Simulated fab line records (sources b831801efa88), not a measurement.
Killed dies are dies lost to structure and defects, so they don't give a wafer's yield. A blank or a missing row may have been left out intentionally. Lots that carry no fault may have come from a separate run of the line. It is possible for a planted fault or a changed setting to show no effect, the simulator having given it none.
Comparing a struck lot with a sound one -- flow sky130 -- 41 steps out of a route of 708
Sound: the wafers L948.4, L948.5, L948.6. Struck: wafers L943.2, L943.3, L943.6. Last of all comes the cause.
For every step that has rows: the tool of each side, followed by ch and its chambers, followed by its first start. Under that, the readings that differ: sound wafers -- struck wafers -- difference of the means -- sigmas: that difference in standard deviations of wafers without a fault.
alike: readings whose means differ by less than 2 such deviations, and words and numbers that are the same on both sides. not compared: withheld readings, readings that some wafer has no value for, bounds like >300 that may hide the same value, and numbers for which the record gives no deviation and whose values overlap.
The two part at a step that has a row with sigmas, a row that says differs or no value, or rows on one side only. Numbers that don't overlap but have no deviation are shown without sigmas and don't part them. Lack of a reading on every wafer of one side parts them only where that side has two or more wafers.

first, 6 steps without rows for these wafers: SKY_VIA2_ETCH_15 (etches SiO2 in C4F8/O2/Ar, stops on TiN, target depth 546 nm, time 84 s); SKY_VIA2_STRIP_16 (strips in O2/N2); SKY_VIA2_STRIP_17 (strips in post etch residue remover, time 1200 s); SKY_VIA2_CLEAN_18 (cleans in IPA, time 180 s); SKY_VIA2_CLEAN_19 (cleans in O3/DIW); SKY_VIA2_SPUTTER_20 (material TiN, target thk 20 nm, time 80 s).
SKY_VIA2_CVD_21: deposits W, target thk 420 nm, time 126.4 s.
  sound on cvd_w-02 ch 0,1, day 42 06:58; struck on cvd_w-02 ch 0,1, day 41 03:10
  alike: heater_power_w
SKY_VIA2_RS_MEAS_22: the measuring method here is four-point-probe.
  sound on film_metro-03, day 42 07:07; struck on film_metro-02, day 41 03:19
  alike: VIA2_W_RS
SKY_VIA2_THK_MEAS_23: measures by xrf.
  sound on film_metro-03, day 42 07:12; struck on film_metro-02, day 41 03:25
  alike: VIA2_W_THK
then, 2 steps without rows for these wafers: SKY_VIA2_CMP_24 (polishes, stops on SiO2, t overpolish 20 s, target thk 0 nm); SKY_METAL3_SPUTTER_00 (material Ti, target thk 15 nm, time 10 s).
SKY_METAL3_SPUTTER_01: material TiN, target thk 20 nm, time 16.7 s.
  sound on pvd_sputter-03, day 42 07:33; struck on pvd_sputter-02, day 41 04:30
  alike: cathode_dc_power_W, chamber_pressure_pa, throttle_valve_pct
SKY_METAL3_SPUTTER_02: material AlCu, target thk 735 nm, time 39.1 s.
  sound on pvd_sputter-03, day 42 07:35; struck on pvd_sputter-02, day 41 04:32
  no value came back on the struck wafers for cathode_dc_power_W (W), chamber_pressure_pa (Pa), throttle_valve_pct (%); on the sound wafers cathode_dc_power_W (W) reads 10980 10979 10979
then, 2 steps without rows for these wafers: SKY_METAL3_SPUTTER_03 (material Ti, target thk 5 nm, time 3.3 s); SKY_METAL3_SPUTTER_04 (material TiN, target thk 70 nm, time 58.3 s).
SKY_CAPM_CVD_00: deposits SiO2, target thk 15.5 nm.
  sound on pecvd-02 ch 0,1,2, day 42 07:42; struck on pecvd-02 ch 0,2, day 41 04:38
  alike: heater_power_w
then, 8 steps without rows for these wafers: SKY_CAPM_SPUTTER_02 (material TiN, target thk 200 nm, time 166.7 s); SKY_CAPM_DEHYDRATE_05 (time 60 s); SKY_CAPM_HMDS_06 (prime time 60 s); SKY_CAPM_COAT_07 (resist thk 1140 nm); SKY_CAPM_SOFTBAKE_08 (time 60 s); SKY_CAPM_EXPOSE_09 (exposes mask CAPM, target cd 1000 nm); SKY_CAPM_PEB_10; SKY_CAPM_DEVELOP_11 (develop time 60 s).
SKY_CAPM_OVL_MEAS_12:
  sound on overlay-01, day 43 07:11; struck on overlay-02, day 42 04:28
reading,sound,struck,difference,sigmas
CAPM_OVL (nm),-0.3 -0.5 -3.2,3.0 0.6 1.8,+3.1,+2
SKY_CAPM_METAL_ETCH_13: etches TiN in Cl2/BCl3, stops on SiO2, target depth 220 nm, time 62.9 s.
  sound on rie_metal-03 ch 0,1, day 43 07:14; struck on rie_metal-03 ch 0, day 42 04:30
  alike: drypump_motor_current_A, mfc_cl2_sccm, oes_product_au, throttle_valve_pct
  not compared: rf_hours_counter_h
SKY_CAPM_STRIP_14: strips in O2/N2.
  sound on plasma_asher-02 ch 0,1, day 43 07:19; struck on plasma_asher-04 ch 0,1, day 42 04:35
  alike: drypump_motor_current_A, o2_flow_sccm, oes_product_au, strip_time_to_endpoint_s
  not compared: rf_hours_counter_h
then, 11 steps without rows for these wafers: SKY_CAPM_STRIP_15 (strips in post etch residue remover, time 1200 s); SKY_CAPM_CLEAN_16 (cleans in IPA, time 180 s); SKY_CAPM_CLEAN_17 (cleans in O3/DIW); SKY_METAL3_DEHYDRATE_05 (time 60 s); SKY_METAL3_HMDS_06 (prime time 60 s); SKY_METAL3_COAT_07 (resist thk 60 nm); SKY_METAL3_COAT_08 (resist thk 1140 nm); SKY_METAL3_SOFTBAKE_09 (time 90 s); SKY_METAL3_EXPOSE_10 (exposes mask MM3, target cd 300 nm); SKY_METAL3_PEB_11; SKY_METAL3_DEVELOP_12 (develop time 60 s).
SKY_METAL3_CD_MEAS_13: target cd 300 nm.
  sound on cd_sem-01, day 44 06:50; struck on cd_sem-01, day 43 04:24
  alike: cd_nm
SKY_METAL3_METAL_ETCH_18: etches the open film in Cl2/BCl3, stops on SiO2, target depth 845 nm, time 183.1 s.
  sound on rie_metal-01 ch 0,1, day 44 07:08; struck on rie_metal-02 ch 0,1, day 43 04:41
reading,sound,struck,difference,sigmas
oes_product_au (a.u.),0.889 0.888 0.869,0.856 0.854 0.850,-0.029,-4
  alike: drypump_motor_current_A, mfc_cl2_sccm, throttle_valve_pct
  not compared: rf_hours_counter_h
-- the record jumps here: 6 days lie between the struck wafers' starts before and after (it left off in module METAL3 and takes up again in module PAD_OPEN, whose first step shown is number 708 of the route) --
SKY_PAD_OPEN_PROBE_99:
  sound on prober-02, day 50 08:50; struck on prober-01, day 49 14:05
reading,sound,struck,difference,sigmas
defect_limited_yield (%),84.3 83.3 84.1,0 0 0,-84,-44
killed_at_M0_to_M3,34 45 38,466 448 461,+419,+56
killed_dies,77 82 78,492 492 492,+413,+44
killed_on_rim,10 20 14,96 96 96,+81,+25
sort_bin_5_function (%),8.7 10.2 10.2,92.1 93.9 93.1,+83.3,+60
sort_n_pass,415 410 414,0 0 0,-413,-44
sort_yield_pct (%),84.3 83.3 84.1,0 0 0,-84,-44
  alike: killed_at_M4_up, killed_at_contacts, killed_at_front_end, killed_at_other, killed_open, killed_short, sort_bin_3_pad_short, sort_bin_6_memory

## WHERE THEY PART
First at SKY_METAL3_SPUTTER_02; last, within this record, at SKY_PAD_OPEN_PROBE_99.

WHY: whatever the simulator had introduced
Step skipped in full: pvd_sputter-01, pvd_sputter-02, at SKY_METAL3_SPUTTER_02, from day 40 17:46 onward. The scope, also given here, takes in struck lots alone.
